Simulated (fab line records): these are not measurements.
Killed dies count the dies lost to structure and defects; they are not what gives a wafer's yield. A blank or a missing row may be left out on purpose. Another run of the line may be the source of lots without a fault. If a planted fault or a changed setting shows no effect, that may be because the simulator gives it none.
fab line records	flow sky130
[record] lots = 7	wafers = 19	lastDay = 50
route steps=708 shown FIELD_ISO@6 PAD_OPEN@708
lots that met no fault: from a run of the same line without faults
startH: hours from the record's first day to the start of the lot's first wafer shown	waitH: hours since the lot's step before	" unchanged from the row above	L1.1+2: several wafers, shown together as one row	- no value, or no start was given	* or withheld: withheld	< > ~ a bound
route shown NAME@n: a module of which the file shows steps, and the number in the route of the first	usual: average and standard deviation across the fault-free wafers	same: alike in all rows	chamber/n: place in a boat	sites: each site's reading	_std_site: standard deviation of those values	_edge_site: outer sites' mean less inner sites'	radiusMm: for every site, how far away it sits from the centre of the wafer	mask NAME#n: copy n	behind: the most recent tool/chamber to have shaped the wafer	hold: reason for holding the lot/hours on hold/outcome of the hold	device: transistor that didn't switch, given as n, p or np	end of line: tests of these same wafers at the route's end	where a step has no rows: the recipe by itself	killed: dies that structure and defects cost at the first sort, which is not the same as the wafer's yield	map: the dies of a wafer, with x for killed, . for not killed, _ for no die there
set.NAME: the setting as run; set.NAME@STEP: as run at that earlier step	model.NAME: the simulator's own value behind a step, which no gauge read
certain route steps with their lots: each step a table, each wafer a row
services: the hour from which a tool's chamber was out of use, counted from the record's first day as startH (under 0 if before that day), plus the number of hours and why
[[steps]]
[step SKY_FIELD_ISO_DEHYDRATE_05]
[recipe] tempC = 200	timeS = 60
[step SKY_FIELD_ISO_HMDS_06]
[recipe] primeTimeS = 60	primeTempC = 120
[step SKY_FIELD_ISO_COAT_07]
[recipe] resist = BARC	tempC = withheld	timeS = withheld	spinRpm = 3000	resistThkNm = 60
[step SKY_FIELD_ISO_COAT_08]
[recipe] resist = KrF-thick	spinRpm = 3000	resistThkNm = 450
[step SKY_FIELD_ISO_SOFTBAKE_09]
[recipe] tempC = 100	timeS = 90	resist = KrF-thick
[step SKY_FIELD_ISO_EXPOSE_10]
[recipe] maskId = FOM	na = 0.68	sourceShape = annular	sigmaInner = 0.4	sigmaOuter = 0.8	targetCdNm = 150	doseMj = 28
[step SKY_FIELD_ISO_PEB_11]
[recipe] pebTempC = withheld	pebTimeS = withheld	resist = KrF-thick
[step SKY_FIELD_ISO_DEVELOP_12]
[recipe] developTimeS = 60	resist = KrF-thick	devTempC = 21
[step SKY_FIELD_ISO_CD_MEAS_13]
[recipe] targetCdNm = 150
[usual] cdNm = 149.5/1.3
lot.wafer	tool	chamber	startH	waitH	cdNm
L819.3	cdSem-02	-	55.01	-	147.8
L819.4	"	-	"	"	148.9
L819.5	"	-	"	"	150.2
L826.2	cdSem-01	-	90.99	-	148.4
L826.4	"	-	"	"	148.3
L826.6	"	-	"	"	147.8
L831.1	cdSem-01	-	116.49	-	149.8
L831.4	"	-	"	"	148.8
L832.1	cdSem-01	-	125.23	-	151.4
L832.2	"	-	"	"	151.2
L833.1	cdSem-02	-	130.07	-	150.0
L833.3	"	-	"	"	149.2
L833.4	"	-	"	"	150.4
L834.2	cdSem-01	-	132.59	-	150.0
L834.3	"	-	"	"	150.2
L834.4	"	-	"	"	149.9
L837.1	cdSem-01	-	150.04	-	149.8
L837.3	"	-	"	"	148.7
L837.5	"	-	"	"	149.6
[step SKY_FIELD_ISO_ETCH_14]
[recipe] chemistry = N2/H2	target = BARC	ionEnergyEv = 200	sourceW = 500	biasW = 100	pressureMtorr = 30	n2FlowSccm = 100	h2FlowSccm = 200	stopOn = SiO2	timeS = 45.9	targetDepthA = 600
[usual] drypumpMotorCurrentA = 5.8/0.3	oesProductAu = 0.855/0.0049	rfFwdPowerW = 495.1/1.9	runLengthS = 74.2/0.56	throttleValvePct = 13.226/0.0092
[same] timeS = 45.9
lot.wafer	tool	chamber	startH	waitH	drypumpMotorCurrentA	oesProductAu	rfFwdPowerW	rfHoursCounterH	runLengthS	throttleValvePct
L819.3	rieDiel-01	1	55.09	0.1	5.4	0.850	492.5	1	73.4	13.243
L819.4	"	2	"	"	5.8	0.852	496.6	5	75.0	13.232
L819.5	"	2	"	"	5.8	0.858	496.5	-	75.0	13.225
L826.2	rieDiel-03	1	91.09	0.1	5.8	0.856	495.1	35	73.5	13.213
L826.4	"	0	"	"	5.2	0.851	495.4	80	74.6	13.231
L826.6	"	0	"	"	5.2	0.852	493.3	-	75.1	13.226
L831.1	rieDiel-01	0	116.61	0.1	5.7	0.856	493.8	9	74.6	13.218
L831.4	"	3	"	"	5.8	0.859	494.8	138	74.1	13.252
L832.1	rieDiel-02	1	125.35	0.1	5.7	0.852	491.7	20	73.5	13.223
L832.2	"	3	"	"	5.9	0.850	491.3	72	74.1	13.230
L833.1	rieDiel-01	0	130.19	0.1	5.7	0.859	497.6	9	74.5	13.214
L833.3	"	2	"	"	5.9	0.860	492.5	6	74.8	13.214
L833.4	"	3	"	"	5.8	0.855	493.0	138	74.5	13.215
L834.2	rieDiel-03	0	132.69	0.1	5.2	0.856	494.4	81	75.1	13.221
L834.3	"	1	"	"	5.8	0.853	498.6	36	73.8	13.232
L834.4	"	3	"	"	6.2	0.864	496.8	7	73.8	13.234
L837.1	rieDiel-03	1	150.16	0.1	5.8	0.854	494.3	36	73.5	13.219
L837.3	"	3	"	"	6.2	0.857	498.0	8	73.6	13.216
L837.5	"	3	"	"	6.2	0.855	495.9	-	73.7	13.237
[step SKY_FIELD_ISO_ETCH_15]
[recipe] chemistry = CHF3/O2	targetDepthNm = 180	stopOn = Si	sourceW = 600	biasW = 200	pressureMtorr = 40	chf3FlowSccm = 50	O2_flow_sccm = 5	timeS = 72
[usual] drypumpMotorCurrentA = 5.8/0.3	oesProductAu = 0.948/0.0067	rfFwdPowerW = 595.2/2	runLengthS = 100.3/0.56	throttleValvePct = 8.845/0.0091
[same] timeS = 72
lot.wafer	tool	chamber	startH	waitH	drypumpMotorCurrentA	oesProductAu	rfFwdPowerW	rfHoursCounterH	runLengthS	throttleValvePct
L819.3	rieDiel-01	1	55.13	0.0	5.4	0.954	593.6	1	99.4	8.851
L819.4	"	2	"	"	5.9	0.944	591.1	5	100.7	8.843
L819.5	"	2	"	"	5.9	0.949	589.7	-	100.8	8.841
L826.2	rieDiel-03	1	91.13	0.0	5.8	0.944	596.7	35	99.3	8.838
L826.4	"	0	"	"	5.2	0.942	594.6	80	100.8	8.852
L826.6	"	0	"	"	5.2	0.940	592.0	-	100.6	8.842
L831.1	rieDiel-01	0	116.65	0.0	5.7	0.948	595.6	9	100.6	8.852
L831.4	"	3	"	"	5.8	0.942	594.0	138	100.2	8.840
L832.1	rieDiel-02	1	125.39	0.0	5.7	0.954	596.7	20	100.0	8.839
L832.2	"	3	"	"	5.9	0.960	592.5	72	100.7	8.842
L833.1	rieDiel-01	0	130.23	0.0	5.7	0.962	594.7	9	100.9	8.846
L833.3	"	2	"	"	5.8	0.960	597.8	6	101.1	8.827
L833.4	"	3	"	"	5.8	0.962	594.7	139	100.7	8.854
L834.2	rieDiel-03	0	132.73	0.0	5.2	0.949	593.4	81	100.7	8.847
L834.3	"	1	"	"	5.8	0.956	597.1	36	99.4	8.852
L834.4	"	3	"	"	6.2	0.953	597.0	7	99.9	8.847
L837.1	rieDiel-03	1	150.20	0.0	5.7	0.948	593.2	36	99.6	8.841
L837.3	"	3	"	"	6.2	0.953	594.1	8	99.9	8.846
L837.5	"	3	"	"	6.2	0.952	595.3	-	99.8	8.834
[step SKY_FIELD_ISO_STRIP_16]
[recipe] chemistry = O2/N2	powerW = 1400	pressureMtorr = 1500	platenTempC = withheld	o2FlowSccm = 3000	n2FlowSccm = 300	overashFraction = 0.5
[usual] drypumpMotorCurrentA = 5.58/0.25	oesProductAu = 0.378/0.0051	stripTimeToEndpointS = 3.557/0.029
lot.wafer	tool	chamber	startH	waitH	drypumpMotorCurrentA	oesProductAu	rfHoursCounterH	stripTimeToEndpointS
L819.3	plasmaAsher-01	0	55.22	0.1	5.36	0.380	-	3.561
L819.4	"	1	"	"	5.85	0.380	-	3.502
L819.5	"	0	"	"	5.35	0.367	-	3.515
L826.2	plasmaAsher-01	1	91.19	0.0	5.83	0.377	41	3.523
L826.4	"	1	"	"	5.83	0.378	-	3.566
L826.6	"	1	"	"	5.82	0.369	-	3.582
L831.1	plasmaAsher-01	1	116.81	0.1	5.87	0.365	43	3.544
L831.4	"	0	"	"	5.34	0.381	-	3.538
L832.1	plasmaAsher-04	1	125.45	0.0	5.88	0.374	1	3.539
L832.2	"	0	"	"	5.71	0.375	1	3.556
L833.1	plasmaAsher-01	1	130.29	0.0	5.86	0.383	45	3.552
L833.3	"	1	"	"	5.85	0.377	-	3.514
L833.4	"	0	"	"	5.34	0.380	-	3.565
L834.2	plasmaAsher-01	0	132.79	0.0	5.33	0.375	45	3.579
L834.3	"	0	"	"	5.34	0.385	-	3.553
L834.4	"	1	"	"	5.81	0.389	-	3.556
L837.1	plasmaAsher-04	1	150.26	0.0	5.84	0.374	3	3.572
L837.3	"	0	"	"	5.70	0.370	-	3.561
L837.5	"	1	"	"	5.85	0.380	-	3.569
[step SKY_FIELD_ISO_ETCH_17]
[recipe] targetDepthA = 3420	maskMaterial = Si3N4	chemistry = HBr/Cl2/O2	target = Si	taperDeg = 5	icpW = 600	biasW = 150	pressureMtorr = 15	HBr_flow_sccm = 150	Cl2_flow_sccm = 40	O2_flow_sccm = 6	timeS = 97.7
[usual] drypumpMotorCurrentA = 6.0/0.51	oesProductAu = 1.007/0.0099	rfFwdPowerW = 596.2/2	runLengthS = 126.0/0.34	throttleValvePct = 25.651/0.011
lot.wafer	tool	chamber	startH	waitH	drypumpMotorCurrentA	oesProductAu	rfFwdPowerW	rfHoursCounterH	runLengthS	throttleValvePct	model.FIELD_ISO.featureDepthNm	model.etch.depthNm	model.Si3N4_of_FIELD_ISO_CVD_03.thkNm
L819.3	rieSi-01	0	55.29	0.0	5.6	0.995	595.1	86	126.3	25.663	340.4	340.4	153.2
L819.4	"	1	"	"	6.1	1.006	596.5	97	126.0	25.662	342.9	342.9	151.1
L819.5	"	0	"	"	5.6	1.011	598.1	-	126.2	25.647	346.7	346.7	152.4
L826.2	rieSi-02	3	91.29	0.1	6.2	1.006	595.5	114	125.3	25.647	343.8	343.8	149.1
L826.4	"	0	"	"	5.0	1.002	596.5	135	125.8	25.655	343.9	343.9	147.2
L826.6	"	3	"	"	6.2	1.005	596.7	-	125.6	25.654	343	343	148.3
L831.1	rieSi-02	3	116.91	0.1	6.2	0.989	-	114	84.3	25.648	196.8	196.8	157
L831.4	"	2	"	"	6.3	1.002	594.2	2	126.1	25.666	341	341	150.5
L832.1	rieSi-02	3	125.55	0.1	6.1	1.004	-	114	84.0	25.659	197.8	197.8	158.4
L832.2	"	2	"	"	6.3	1.002	596.1	2	126.4	25.646	342.6	342.6	153
L833.1	rieSi-01	2	130.39	0.1	6.8	0.998	597.3	2	126.0	25.667	343.3	343.3	153.8
L833.3	"	3	"	"	5.7	1.018	595.8	101	126.0	25.633	353.3	353.3	152.1
L833.4	"	0	"	"	5.6	1.013	595.8	86	125.7	25.640	348.1	348.1	153.6
L834.2	rieSi-02	0	132.89	0.1	5.1	1.017	596.6	135	125.6	25.637	351.8	351.8	151.9
L834.3	"	3	"	"	6.1	1.006	-	114	84.4	25.645	199.9	199.9	159.3
L834.4	"	2	"	"	6.3	1.011	593.9	2	126.2	25.671	348.9	348.9	150.1
L837.1	rieSi-01	1	150.36	0.1	6.1	0.988	596.0	98	126.1	25.673	343.7	343.7	149.5
L837.3	"	2	"	"	6.8	0.997	595.5	2	125.8	25.648	341.6	341.6	149.6
L837.5	"	3	"	"	5.6	1.018	596.3	-	126.0	25.651	353.2	353.2	147.6
[step SKY_FIELD_ISO_WET_ETCH_18]
[recipe] chemistry = H3PO4	targetDepthNm = 25	tempC = 160	target = Si3N4	timeS = 286
[step SKY_FIELD_ISO_CLEAN_19]
[recipe] chemistry = SC1/SC2	mix = 1:4:20	tempC = 70	timeS = 150
[step SKY_FIELD_ISO_CLEAN_20]
[recipe] chemistry = dHF	timeS = 20	dilution = 100:1
[step SKY_FIELD_ISO_WET_ETCH_21]
[recipe] chemistry = dHF	dilution = 100:1	targetDepthNm = 20	dry = ipaMarangoni	target = SiO2	tempC = 25	timeS = 400
[step SKY_FIELD_ISO_OXIDATION_22]
[recipe] tempC = 950	ambient = O2	stabiliseS = 600	purgeS = 300	targetThkA = 100	oxTimeS = 623
[step SKY_FIELD_ISO_THK_MEAS_23]
[recipe] reads = SiO2_of_FIELD_ISO_OXIDATION_22
[usual] FIELD_ISO_OXIDATION_01_THK = 9.98/0.19
lot.wafer	tool	chamber	startH	waitH	FIELD_ISO_OXIDATION_01_THK[nm]
L819.3	filmMetro-03	-	57.33	0.0	9.88
L819.4	"	-	"	"	9.85
L819.5	"	-	"	"	9.92
L826.2	filmMetro-01	-	93.04	0.0	9.98
L826.4	"	-	"	"	9.87
L826.6	"	-	"	"	9.90
L831.1	filmMetro-01	-	118.59	0.0	10.19
L831.4	"	-	"	"	9.95
L832.1	filmMetro-02	-	127.09	0.0	9.89
L832.2	"	-	"	"	10.15
L833.1	filmMetro-02	-	133.31	0.0	9.79
L833.3	"	-	"	"	10.00
L833.4	"	-	"	"	10.03
L834.2	filmMetro-02	-	134.49	0.0	10.03
L834.3	"	-	"	"	10.11
L834.4	"	-	"	"	9.90
L837.1	filmMetro-03	-	151.88	0.0	10.40
L837.3	"	-	"	"	10.24
L837.5	"	-	"	"	10.47
[step SKY_FIELD_ISO_CVD_24]
[recipe] material = SiO2	targetThkNm = 595	tempC = 650	sigmaOpenFrac = 0.3	timeS = 99.2	sih4FlowSccm = 60	pressureMtorr = 6
[step SKY_FIELD_ISO_THK_MEAS_25]
[recipe] reads = SiO2_of_FIELD_ISO_CVD_24
[usual] FIELD_ISO_CVD_24_THK = 593/7.1
lot.wafer	tool	chamber	startH	waitH	FIELD_ISO_CVD_24_THK[nm]
L819.3	filmMetro-02	-	57.46	0.1	592
L819.4	"	-	"	"	592
L819.5	"	-	"	"	594
L826.2	filmMetro-03	-	93.17	0.0	582
L826.4	"	-	"	"	580
L826.6	"	-	"	"	575
L831.1	filmMetro-03	-	118.72	0.0	595
L831.4	"	-	"	"	587
L832.1	filmMetro-02	-	127.22	0.0	598
L832.2	"	-	"	"	592
L833.1	filmMetro-01	-	133.44	0.0	595
L833.3	"	-	"	"	586
L833.4	"	-	"	"	596
L834.2	filmMetro-03	-	134.62	0.0	598
L834.3	"	-	"	"	600
L834.4	"	-	"	"	596
L837.1	filmMetro-02	-	152.01	0.0	585
L837.3	"	-	"	"	589
L837.5	"	-	"	"	582
[step SKY_FIELD_ISO_ANNEAL_26]
[recipe] tempC = 1000	timeS = 1800	ambient = N2
[step SKY_FIELD_ISO_CMP_27]
[recipe] stopOn = Si3N4	tOverpolishS = 16	downForcePsi = 4	platenRpm = 60	targetThkNm = 457.8	padVelocityMS = 0.94248
[usual] motorCurrentA = 11.7/1.2	overpolishRunS = 15.999/0.0097	timeToEndpointS = 110/4.9
lot.wafer	tool	chamber	startH	waitH	motorCurrentA	overpolishRunS	timeToEndpointS
L819.4	cmp-02	2	61.04	0.1	12.1	15.982	107
L819.3	"	0	"	"	10.8	16.019	108
L819.5	"	1	"	"	11.6	15.995	111
L826.2	cmp-01	1	99.50	0.0	10.4	15.987	104
L826.4	"	3	"	"	13.3	16.004	107
L826.6	"	1	"	"	10.5	15.999	103
L831.4	cmp-02	1	120.98	0.0	11.3	16.018	106
L831.1	"	2	"	"	11.9	16.010	109
L832.1	cmp-01	2	128.78	0.0	11.1	15.988	120
L832.2	"	1	"	"	10.2	16.001	110
L833.3	cmp-01	1	135.05	0.1	10.9	15.996	104
L833.4	"	2	"	"	11.1	15.979	115
L833.1	"	3	"	"	13.6	16.007	113
L834.3	cmp-02	1	136.17	0.0	11.6	16.010	109
L834.4	"	2	"	"	12.0	15.982	104
L834.2	"	3	"	"	11.0	15.986	107
L837.3	cmp-01	1	154.79	0.0	11.4	15.997	112
L837.1	"	3	"	"	12.9	16.014	115
L837.5	"	2	"	"	10.9	16.002	116
[step SKY_FIELD_ISO_WET_ETCH_28]
[recipe] chemistry = dHF	targetDepthNm = 23.7	target = SiO2	dilution = 10:1	tempC = 25	timeS = 47
[usual] runLengthS = 77/3.2
[same] timeS = 47
lot.wafer	tool	chamber	startH	waitH	runLengthS	model.Si3N4_of_FIELD_ISO_CVD_03.thkNm
L819.3	wetBench-01	2	61.29	0.1	80	121.8
L819.4	"	2	"	"	80	119.6
L819.5	"	2	"	"	80	121
L826.2	wetBench-02	0	99.80	0.2	80	118.1
L826.4	"	0	"	"	80	116
L826.6	"	0	"	"	80	117.1
L831.1	wetBench-01	0	121.28	0.2	79	125.8
L831.4	"	0	"	"	79	119.4
L832.1	wetBench-03	1	129.08	0.2	80	127.8
L832.2	"	1	"	"	80	122.5
L833.1	wetBench-02	0	135.30	0.1	80	122.9
L833.3	"	0	"	"	80	121.2
L833.4	"	0	"	"	80	122.6
L834.2	wetBench-01	0	136.47	0.1	73	120
L834.3	"	0	"	"	73	127.4
L834.4	"	0	"	"	73	118.2
L837.1	wetBench-02	0	155.09	0.1	80	118.8
L837.3	"	0	"	"	80	119
L837.5	"	0	"	"	80	116.9
[step SKY_FIELD_ISO_WET_ETCH_29]
[recipe] chemistry = H3PO4	targetDepthNm = 160	target = Si3N4	tempC = 160	timeS = 1825
[step SKY_PAD_OPEN_PROBE_99]
[usual] killed_at_M0_to_M3 = 44/6.9	killed_at_M4_up = 3.3/2.1	killedAtContacts = 24/4.8	killedAtFrontEnd = 15/4.4	killedAtOther = 0.2/0.48	killedDies = 87/9.5	killedOpen = 48/6.5	killedShort = 39/6.3
[same] grossDies = 492	killedAtBackSide = 0
lot.wafer	tool	chamber	startH	waitH	hold	killed_at_M0_to_M3	killed_at_M4_up	killedAtContacts	killedAtFrontEnd	killedAtOther	killedDies	killedOpen	killedShort	model.etest.res_p_drift_20v.lineOhmUm	model.etest.res_p_drift_20v.rsOhmSq	model.etest.pfet_16v.rOnOhmUm	model.etest.resIsoPwell.rsOhmSq	model.etest.nfet_16v.rOnOhmUm	model.etest.resIsoPwell.lineOhmUm	model.etest.resNwell.lineOhmUm	model.etest.resNwell.rsOhmSq
L819.3	prober-01	-	1106.67	0.2	-	41	4	24	16	0	85	45	40	1.114e+04	9413	1.496e+04	2739	1.419e+04	1028	1112	913.3
L819.4	prober-01	-	1106.72	0.2	-	48	0	31	14	0	93	51	42	1.099e+04	9302	1.511e+04	2744	1.425e+04	1038	1115	917.9
L819.5	prober-01	-	1106.77	0.2	-	48	7	22	28	0	105	53	50	1.146e+04	9642	1.516e+04	2848	1.419e+04	1070	1134	943
L826.2	prober-02	-	1153.55	0.1	-	40	6	23	24	0	93	49	44	1.067e+04	8982	1.487e+04	3143	1.401e+04	1182	1133	948.3
L826.4	prober-02	-	1153.65	0.2	-	39	4	19	20	0	82	41	41	1.068e+04	8972	1.501e+04	3062	1.418e+04	1153	1129	948.3
L826.6	prober-02	-	1153.75	0.2	-	49	2	18	22	0	91	46	45	1.054e+04	8817	1.487e+04	3062	1.415e+04	1153	1130	940.2
L831.1	prober-01	-	1170.30	0.1	awaitDispo/1.7h/release	46	2	33	20	0	101	59	40	-	-	-	-	-	-	-	-
L831.4	prober-01	-	1170.45	0.2	awaitDispo/1.7h/release	42	3	25	23	0	93	52	41	-	-	-	-	-	-	-	-
L832.1	prober-02	-	1176.52	0.1	-	45	6	29	18	2	100	53	44	7642	6364	1.175e+04	1797	1.373e+04	685	834.1	683.5
L832.2	prober-02	-	1176.57	0.1	-	51	6	21	10	0	88	44	44	1.154e+04	9710	1.477e+04	3130	1.427e+04	1200	1044	877.9
L833.1	prober-01	-	1179.99	0.1	-	34	1	24	19	0	78	46	32	1.146e+04	9583	1.522e+04	3159	1.416e+04	1190	1109	927.2
L833.3	prober-01	-	1180.09	0.2	-	33	0	27	16	0	76	39	37	1.207e+04	9990	1.562e+04	3353	1.414e+04	1262	1114	960.1
L833.4	prober-01	-	1180.14	0.2	-	45	2	26	16	0	89	56	33	1.167e+04	9879	1.544e+04	3237	1.412e+04	1238	1107	940.1
L834.2	prober-02	-	1180.05	0.1	-	49	2	23	19	1	94	57	37	1.149e+04	9826	1.539e+04	2847	1.402e+04	1072	1182	977.6
L834.3	prober-02	-	1180.10	0.2	-	41	8	24	22	1	96	51	45	7481	6308	1.22e+04	1772	1.328e+04	659.4	856.7	706.2
L834.4	prober-02	-	1180.15	0.2	-	42	4	37	15	0	98	61	37	1.125e+04	9644	1.522e+04	2778	1.401e+04	1044	1172	961.4
L837.1	prober-01	-	1196.74	0.1	-	39	0	23	22	0	84	46	38	1.159e+04	9899	1.518e+04	3059	1.363e+04	1166	1184	973.3
L837.3	prober-01	-	1196.84	0.2	-	47	3	21	20	0	91	51	40	1.151e+04	9746	1.505e+04	3040	1.35e+04	1139	1186	973
L837.5	prober-01	-	1196.94	0.2	-	36	3	22	17	0	78	40	38	1.258e+04	1.067e+04	1.549e+04	3328	1.363e+04	1269	1241	1023
// killed by level:class
L819.3 VIA1:geometricParticle:open=14 CONTACT:geometricParticle:open=9 LI_CONTACT:geometricParticle:open=6 POLY_GATE:geometricParticle:short=5 VIA1:geometricParticle:short=5 VIA2:geometricParticle:open=5 VIA3:geometricParticle:open=5 LOCAL_INTERCONNECT:geometricParticle:short=4
L819.4 CONTACT:geometricParticle:open=13 VIA1:geometricParticle:open=12 METAL2:geometricParticle:short=9 LOCAL_INTERCONNECT:geometricParticle:short=8 VIA1:geometricParticle:short=7 VIA3:geometricParticle:open=6 POLY_GATE:geometricParticle:open=5 VIA2:geometricParticle:open=5
L819.5 VIA3:geometricParticle:open=11 CONTACT:geometricParticle:open=8 FIELD_ISO:geometricParticle:open=7 FIELD_ISO:geometricParticle:short=6 POLY_GATE:geometricParticle:short=6 VIA3:geometricParticle:short=6 POLY_GATE:geometricParticle:open=5 LI_CONTACT:geometricParticle:open=5
L826.2 LI_CONTACT:geometricParticle:open=9 CONTACT:geometricParticle:open=8 VIA1:geometricParticle:open=7 FIELD_ISO:geometricParticle:short=6 POLY_GATE:geometricParticle:open=6 METAL2:geometricParticle:short=6 METAL1:geometricParticle:short=6 VIA2:geometricParticle:open=6
L826.4 VIA1:geometricParticle:open=9 VIA2:geometricParticle:open=6 VIA3:geometricParticle:short=6 POLY_GATE:geometricParticle:short=5 CONTACT:geometricParticle:open=5 CONTACT:geometricParticle:short=5 METAL1:geometricParticle:short=5 VIA2:geometricParticle:short=5
L826.6 VIA1:geometricParticle:open=12 METAL2:geometricParticle:short=9 FIELD_ISO:geometricParticle:short=8 CONTACT:geometricParticle:open=6 METAL1:geometricParticle:short=6 FIELD_ISO:geometricParticle:open=5 CONTACT:geometricParticle:short=5 VIA3:geometricParticle:open=5
L831.1 CONTACT:geometricParticle:open=15 VIA1:geometricParticle:open=12 FIELD_ISO:geometricParticle:open=6 VIA1:geometricParticle:short=6 LI_CONTACT:geometricParticle:open=6 VIA2:geometricParticle:open=6 VIA3:geometricParticle:short=6 VIA3:geometricParticle:open=6
L831.4 VIA2:geometricParticle:open=10 CONTACT:geometricParticle:open=9 FIELD_ISO:geometricParticle:open=8 FIELD_ISO:geometricParticle:short=8 LI_CONTACT:geometricParticle:open=7 VIA1:geometricParticle:open=7 CONTACT:geometricParticle:short=5 VIA1:geometricParticle:short=5
L832.1 VIA2:geometricParticle:open=13 LI_CONTACT:geometricParticle:open=8 LI_CONTACT:geometricParticle:short=7 CONTACT:geometricParticle:open=6 VIA1:geometricParticle:open=6 FIELD_ISO:geometricParticle:open=5 VIA3:geometricParticle:short=5 CONTACT:geometricParticle:short=5
L832.2 VIA2:geometricParticle:open=14 VIA1:geometricParticle:open=9 CONTACT:geometricParticle:short=7 METAL2:geometricParticle:short=7 VIA3:geometricParticle:open=6 METAL4:geometricParticle:short=6 CONTACT:geometricParticle:open=5 VIA2:geometricParticle:short=5
L833.1 VIA1:geometricParticle:open=12 POLY_GATE:geometricParticle:open=10 LI_CONTACT:geometricParticle:open=7 CONTACT:geometricParticle:open=7 LOCAL_INTERCONNECT:geometricParticle:short=5 METAL2:geometricParticle:short=5 FIELD_ISO:geometricParticle:short=4 CONTACT:geometricParticle:short=4
L834.2 VIA1:geometricParticle:open=11 VIA2:geometricParticle:open=9 CONTACT:geometricParticle:open=9 FIELD_ISO:geometricParticle:open=7 METAL2:geometricParticle:short=6 LI_CONTACT:geometricParticle:short=5 METAL3:geometricParticle:short=4 LI_CONTACT:geometricParticle:open=4
L833.3 CONTACT:geometricParticle:open=10 VIA1:geometricParticle:open=8 VIA1:geometricParticle:short=7 LI_CONTACT:geometricParticle:open=5 CONTACT:geometricParticle:short=5 FIELD_ISO:geometricParticle:open=4 FIELD_ISO:geometricParticle:short=4 POLY_GATE:geometricParticle:open=4
L834.3 VIA1:geometricParticle:open=11 VIA2:geometricParticle:open=8 LI_CONTACT:geometricParticle:open=8 FIELD_ISO:geometricParticle:short=7 METAL4:geometricParticle:short=7 CONTACT:geometricParticle:open=7 VIA1:geometricParticle:short=5 POLY_GATE:geometricParticle:short=5
L833.4 CONTACT:geometricParticle:open=14 VIA1:geometricParticle:open=14 VIA2:geometricParticle:open=11 LI_CONTACT:geometricParticle:open=5 FIELD_ISO:geometricParticle:short=4 POLY_GATE:geometricParticle:open=4 POLY_GATE:geometricParticle:short=4 METAL1:geometricParticle:short=4
L834.4 LI_CONTACT:geometricParticle:open=17 CONTACT:geometricParticle:open=12 VIA2:geometricParticle:open=8 METAL1:geometricParticle:short=7 FIELD_ISO:geometricParticle:open=6 CONTACT:geometricParticle:short=6 VIA1:geometricParticle:open=5 METAL2:geometricParticle:short=5
L837.1 VIA1:geometricParticle:open=9 FIELD_ISO:geometricParticle:short=7 CONTACT:geometricParticle:open=7 POLY_GATE:geometricParticle:open=6 LI_CONTACT:geometricParticle:open=6 VIA1:geometricParticle:short=5 VIA3:geometricParticle:open=5 LI_CONTACT:geometricParticle:short=4
L837.3 VIA1:geometricParticle:open=15 VIA2:geometricParticle:open=10 METAL2:geometricParticle:short=8 CONTACT:geometricParticle:open=7 POLY_GATE:geometricParticle:short=6 LOCAL_INTERCONNECT:geometricParticle:short=6 FIELD_ISO:geometricParticle:short=5 POLY_GATE:geometricParticle:open=5
L837.5 CONTACT:geometricParticle:open=8 VIA1:geometricParticle:open=7 LI_CONTACT:geometricParticle:open=5 METAL1:geometricParticle:short=5 CONTACT:geometricParticle:short=5 VIA3:geometricParticle:open=5 VIA2:geometricParticle:open=5 METAL2:geometricParticle:short=4
[[services]]
tool	chamber	startH	hours	kind
rieSi-02	3	31.37	9.7	repair
cmp-01	-	34.75	5.6	repair
cmp-02	-	38.34	7.1	repair
rieSi-01	-	62.72	6.5	repair
cmp-01	-	64.53	4.0	pm
cmp-01	-	68.53	-	consumableReplace:conditioner
cmp-01	-	68.53	-	consumableReplace:pad
rieSi-02	-	69.39	1.8	repair
plasmaAsher-04	-	75.52	1.9	repair
cmp-01	-	82.86	6.5	repair
rieSi-02	-	84.94	0.3	repair
cmp-01	-	106.22	4.2	pm
plasmaAsher-04	-	108.75	9.0	pm
rieSi-01	1	113.63	8.3	repair
rieSi-01	-	117.60	10.7	repair
rieSi-02	1	123.06	5.8	repair
cmp-01	-	138.16	0.2	repair
rieDiel-03	2	138.54	-	clean
rieDiel-03	2	138.54	20.8	scheduledDown
rieDiel-03	2	138.54	20.8	ventCycle
cmp-02	-	143.44	1.3	repair
rieSi-02	0	146.66	-	clean
rieSi-02	0	146.66	16.1	scheduledDown
rieSi-02	1	149.41	2.5	repair
[[key]]
[firstSign] step = SKY_FIELD_ISO_ETCH_17	reading = runLengthS	direction = down	sigmas = 99+	usual = *	struck = *
effect none on later readings
[modelEffect] step = SKY_FIELD_ISO_ETCH_17	value = FIELD_ISO.featureDepthNm	without = 342.8	struck = 198.1
[modelEffect] step = SKY_FIELD_ISO_WET_ETCH_28	value = Si3N4_of_FIELD_ISO_CVD_03.thkNm	without = 120.6	struck = 127
[modelEffect] step = SKY_PAD_OPEN_PROBE_99	value = etest.res_p_drift_20v.lineOhmUm	without = 1.149e+04	struck = 7561
metAt SKY_FIELD_ISO_ETCH_17
struckWafers L831.1,L832.1,L834.3
testerLeftOut L831,L832,L834
onsetBetween 91.29 116.91
[fault] kind = processParameterDrift	tool = rieSi-02	chamber = -	onsetH = 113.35	steps = SKY_FIELD_ISO_ETCH_17	channel = timeS	offset = *	shape = step	endH = 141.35	scope = struckWafersOnly	actsIn = *	stated = *
// testerLeftOut: of these lots the tester's yield and bins aren't shown, on N5 and GAA mostly nor the transistor test; their killed dies are dies lost to structure and defects alone, not to doping, threshold or leakage, so they don't give the yield
